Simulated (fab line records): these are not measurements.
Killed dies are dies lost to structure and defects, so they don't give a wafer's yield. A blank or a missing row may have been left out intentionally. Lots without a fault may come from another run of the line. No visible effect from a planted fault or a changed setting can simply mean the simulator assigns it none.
Matching of chambers || flow sky130 || rie_si-02 running SKY_POLY_GATE_ETCH_17: 4 sister chambers
The step etches poly-Si in HBr/Cl2, stops on SiO2, target depth 180 nm, time 70.5 s. 8 wafers are shown with their chamber, then 12 later ones without.

EACH WAFER AND ITS CHAMBER
{"wafer": "L083.3", "chamber": 2, "HBr_flow_sccm (sccm)": 149.8, "throttle_valve_pct (%)": 33.700}
{"wafer": "L083.4", "chamber": 1, "HBr_flow_sccm (sccm)": 149.5, "throttle_valve_pct (%)": 33.675}
{"wafer": "L085.1", "chamber": 1, "HBr_flow_sccm (sccm)": 149.5, "throttle_valve_pct (%)": 33.693}
{"wafer": "L087.2", "chamber": 3, "HBr_flow_sccm (sccm)": 150.0, "throttle_valve_pct (%)": 33.671}
{"wafer": "L087.5", "chamber": 0, "HBr_flow_sccm (sccm)": 149.9, "throttle_valve_pct (%)": 33.696}
{"wafer": "L089.2", "chamber": 2, "HBr_flow_sccm (sccm)": 149.1, "throttle_valve_pct (%)": 33.678}
{"wafer": "L089.3", "chamber": 0, "HBr_flow_sccm (sccm)": 150.4, "throttle_valve_pct (%)": 33.670}
{"wafer": "L089.6", "chamber": 3, "HBr_flow_sccm (sccm)": 150.3, "throttle_valve_pct (%)": 33.688}

WAFERS WHOSE CHAMBER IS MISSING
{"wafer": "L091.1", "HBr_flow_sccm (sccm)": 149.4, "throttle_valve_pct (%)": 33.682}
{"wafer": "L091.2", "HBr_flow_sccm (sccm)": 150.4, "throttle_valve_pct (%)": 33.689}
{"wafer": "L091.5", "HBr_flow_sccm (sccm)": 149.8, "throttle_valve_pct (%)": 33.688}
{"wafer": "L093.1", "HBr_flow_sccm (sccm)": 149.8, "throttle_valve_pct (%)": 33.680}
{"wafer": "L093.3", "HBr_flow_sccm (sccm)": 150.5, "throttle_valve_pct (%)": 33.671}
{"wafer": "L093.6", "HBr_flow_sccm (sccm)": 150.2, "throttle_valve_pct (%)": 33.693}
{"wafer": "L095.1", "HBr_flow_sccm (sccm)": 149.7, "throttle_valve_pct (%)": 33.667}
{"wafer": "L095.4", "HBr_flow_sccm (sccm)": 149.9, "throttle_valve_pct (%)": 33.680}
{"wafer": "L095.6", "HBr_flow_sccm (sccm)": 150.1, "throttle_valve_pct (%)": 33.677}
{"wafer": "L097.2", "HBr_flow_sccm (sccm)": 149.4, "throttle_valve_pct (%)": 33.675}
{"wafer": "L097.3", "HBr_flow_sccm (sccm)": 149.4, "throttle_valve_pct (%)": 33.685}
{"wafer": "L097.6", "HBr_flow_sccm (sccm)": 150.7, "throttle_valve_pct (%)": 33.689}

THE CHAMBER EACH PASSED THROUGH
{"wafer": "L091.1", "from the rows above": "can't be placed: 1 or 2 or 0 or 3", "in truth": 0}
{"wafer": "L091.2", "from the rows above": "can't be placed: 0 or 3 or 1", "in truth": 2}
{"wafer": "L091.5", "from the rows above": "can't be placed: 1 or 2 or 0 or 3", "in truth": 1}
{"wafer": "L093.1", "from the rows above": "can't be placed: 1 or 3 or 0 or 2", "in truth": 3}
{"wafer": "L093.3", "from the rows above": "can't be placed: 3 or 0 or 1", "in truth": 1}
{"wafer": "L093.6", "from the rows above": "can't be placed: 0 or 3 or 1 or 2", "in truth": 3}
{"wafer": "L095.1", "from the rows above": "can't be placed: 1 or 3 or 2 or 0", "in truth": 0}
{"wafer": "L095.4", "from the rows above": "can't be placed: 3 or 0 or 1 or 2", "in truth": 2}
{"wafer": "L095.6", "from the rows above": "can't be placed: 3 or 0 or 1 or 2", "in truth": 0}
{"wafer": "L097.2", "from the rows above": "can't be placed: 1 or 2 or 3 or 0", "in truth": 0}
{"wafer": "L097.3", "from the rows above": "can't be placed: 2 or 1", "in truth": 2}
{"wafer": "L097.6", "from the rows above": "can't be placed: 0 or 3 or 1", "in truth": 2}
0 of 12 placed correctly. These rows do not allow placing 12 (true chamber among the candidates in 10). Placed wrongly: 0.
How it was worked out, from the rows above alone: a wafer's distance from a chamber is the root of the sum, over the readings, of the square of ((its reading less the chamber's mean) divided by the reading's scatter). The wafer belongs to the nearest chamber; if the next one is less than 2 further off, it can't be placed. Each chamber's mean is taken over the wafers shown for it. How the scatter is found: for the shown wafers, subtract from each reading the mean of its chamber, square and add these, divide the total by (wafers less chambers), then take the root.
